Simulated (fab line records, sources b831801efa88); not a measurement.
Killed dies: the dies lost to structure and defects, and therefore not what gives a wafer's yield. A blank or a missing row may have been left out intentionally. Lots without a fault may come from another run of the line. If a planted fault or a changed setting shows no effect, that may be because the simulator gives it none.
The same fault as seen by 2 desks / flow gf180mcu / each desk has only its own numbers; what lay behind them comes last

FROM THE METROLOGY DESK
What the gauges read, lot by lot, whatever tool the lot ran on: means of the sampled wafers that have a number. If a lot's mean is further than 4 standard deviations from the usual mean, the lot is out of limits and carries the mark OUT (the distance appears in the brackets).
Columns: A = cd nm at GF_POLY_GATE_CD_MEAS_10, usual 280.3 nm
lot=L609; first seen here=day 10 07:09; A=280.4
lot=L608; first seen here=day 10 10:25; A=282.9
lot=L611; first seen here=day 11 00:10; A=270.2 (-6.3) OUT
lot=L612; first seen here=day 11 14:19; A=272.3 (-5.0) OUT
lot=L614; first seen here=day 12 05:17; A=268.2 (-7.6) OUT
lot=L623; first seen here=day 14 14:43; A=280.7
lot=L622; first seen here=day 14 16:19; A=280.9
lot=L624; first seen here=day 14 20:11; A=278.2
lot=L625; first seen here=day 15 02:52; A=280.3
lot=L626; first seen here=day 15 12:41; A=279.5
lot=L627; first seen here=day 15 17:20; A=282.4
lot=L628; first seen here=day 15 19:29; A=281.9
This desk's verdict: out of limits on L611, L612, L614, starting with L611 at day 11 00:10 (cd nm at GF_POLY_GATE_CD_MEAS_10). Within limits: L609, L608, L623, L622, L624, L625, L626, L627, L628.

DESK OF THE TOOL OWNER: krf scanner-01
The tool's own readings at GF_POLY_GATE_EXPOSE_07 (exposes mask Poly2, target cd 280 nm): means of the sampled wafers that have a number, for each lot that ran on this tool. If a lot's mean is further than 4 standard deviations from the usual mean, the lot is out of limits and carries the mark OUT (the distance appears in the brackets).
Columns: A = focus offset nm at GF_POLY_GATE_EXPOSE_07, usual 0.0 nm
lot=L609; first seen here=day 9 22:04; A=0.4
lot=L611; first seen here=day 10 15:14; A=0.2
lot=L612; first seen here=day 11 05:08; A=-0.2
lot=L614; first seen here=day 11 20:22; A=0.0
lot=L625; first seen here=day 14 16:16; A=0.5
lot=L627; first seen here=day 15 06:58; A=-0.2
lot=L628; first seen here=day 15 08:44; A=0.4
This desk found nothing out of limits on any of the 7 lots.

TAKEN TOGETHER
An alarm was possible from the metrology desk at day 11 00:10, on L611, L612, L614.
The desk of the tool owner found nothing out of limits.
Tool owner's desk: L611, L612, L614 on record, inside its limits.
The lots listed all ran GF_POLY_GATE_EXPOSE_07 on krf scanner-01.

WHAT WAS PUT IN BY THE SIMULATOR
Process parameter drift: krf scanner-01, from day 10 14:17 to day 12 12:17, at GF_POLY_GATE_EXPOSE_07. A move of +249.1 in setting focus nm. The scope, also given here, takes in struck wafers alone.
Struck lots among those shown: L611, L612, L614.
Per desk, hours elapsed from the start of the fault to the first reading out of limits: for the metrology desk, 10.
